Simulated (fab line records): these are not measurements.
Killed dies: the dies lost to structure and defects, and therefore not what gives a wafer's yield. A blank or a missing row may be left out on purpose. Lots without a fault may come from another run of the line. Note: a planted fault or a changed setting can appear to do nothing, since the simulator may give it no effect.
Problem report, 8D (eight disciplines) form, completed by code    flow sky130    the parts of the form that need people (team, actions taken, sign-off) are left out

1. WHAT WENT WRONG
Wafers free of any fault read 0.282 ohm/sq (standard deviation 0.0043) for LI_CONTACT_W_RS at SKY_LI_CONTACT_RS_MEAS_22, against a mean of 0.247 ohm/sq on 3 wafers of 2 lots. Relative to the usual mean, that is a shift of -8.1 standard deviations.
The step: measures by four-point-probe.
First seen on wafer L516.2, day 34 03:28, on filmMetro-01. The record has a number at this step for 34 wafers belonging to 12 lots. Rule for "out", or "out of limits": more than 4 standard deviations from the usual mean. The rest of the wafers with a number are treated as sound.

2. WHAT IT IS, WHAT IT ISN'T
question                     is                          is not
which readings at this step  LI_CONTACT_W_RS             -
which lots                   L516, L519                  L503, L504, L505, L511, L512, L513, L514, L515, L524, L525
which wafers of those lots   L516.2, L516.4, L519.2      L519.6
read on which gauges         filmMetro-01, filmMetro-03  filmMetro-04
when                         from day 34 03:28           up to then (24 sound wafers); but 7 sound wafers of L519, L524, L525 came after

3. SUSPECTS, AND WHAT RULES EACH OUT
Counting: if a tool at a process step up to the reading ran every lot that is out, it stays a suspect. Sound lots after the first of them don't rule it out here, since some wafers of a struck lot are sound.
- the gauge at SKY_LI_CONTACT_RS_MEAS_22 has been ruled out. Those wafers that are out were read across 2 gauges (filmMetro-01, filmMetro-03).
- cvdW-02 at SKY_LI_CONTACT_CVD_21 (deposits W, target thk 400 nm, time 120.56 s): kept. It processed each lot that is out (first: L516, day 34 03:19); up to then, its last sound lot is L515 (day 33 12:44).
The count leaves cvdW-02 at SKY_LI_CONTACT_CVD_21.

4. THE CAUSE (what the simulator had put in)
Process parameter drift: cvdW-02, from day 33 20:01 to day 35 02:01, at SKY_LI_CONTACT_CVD_21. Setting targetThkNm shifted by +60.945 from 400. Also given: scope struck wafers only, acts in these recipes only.
Only this tool survived the counting.

5. THE CHAIN OF EFFECTS, in route order
One row per reading whose mean, taken over the struck wafers that have a number, lies over 3 standard deviations from the usual. Only readings for which the record gives a usual standard deviation are gone through. hours: the time from each lot's start at the first step in this table that gives one to its start at this step, as a median over the lots. sigmas: the change in usual standard deviations.
hours  step                        reading           usual         on struck wafers  change  sigmas
0      SKY_LI_CONTACT_RS_MEAS_22   LI_CONTACT_W_RS   0.282 ohm/sq  0.247             -0.035  -8.1
0      SKY_LI_CONTACT_THK_MEAS_23  LI_CONTACT_W_THK  407 nm        469               +62     +8.6
0      SKY_LI_CONTACT_CMP_24       timeToEndpointS   94 s          109               +15     +4.0
The process steps in it:
- SKY_LI_CONTACT_CMP_24: polishes, stops on PSG, t overpolish 20 s, target thk 0 nm.

6. HOW IT WOULD HAVE BEEN CAUGHT EARLIER
Counted from the fault's start at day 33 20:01, it took 7 hours until the first out-of-limits reading at a measuring or inspecting step in this record, taken at day 34 03:28.
Tool readings at SKY_LI_CONTACT_CVD_21 with a usual standard deviation given in the record: none out on any struck wafer, hence no alarm at a limit of 4 standard deviations on them.
Of the lots that are out (2), L519 began SKY_LI_CONTACT_CVD_21 on cvdW-02 after day 34 03:28. Putting the tool on hold at that point would have spared it.
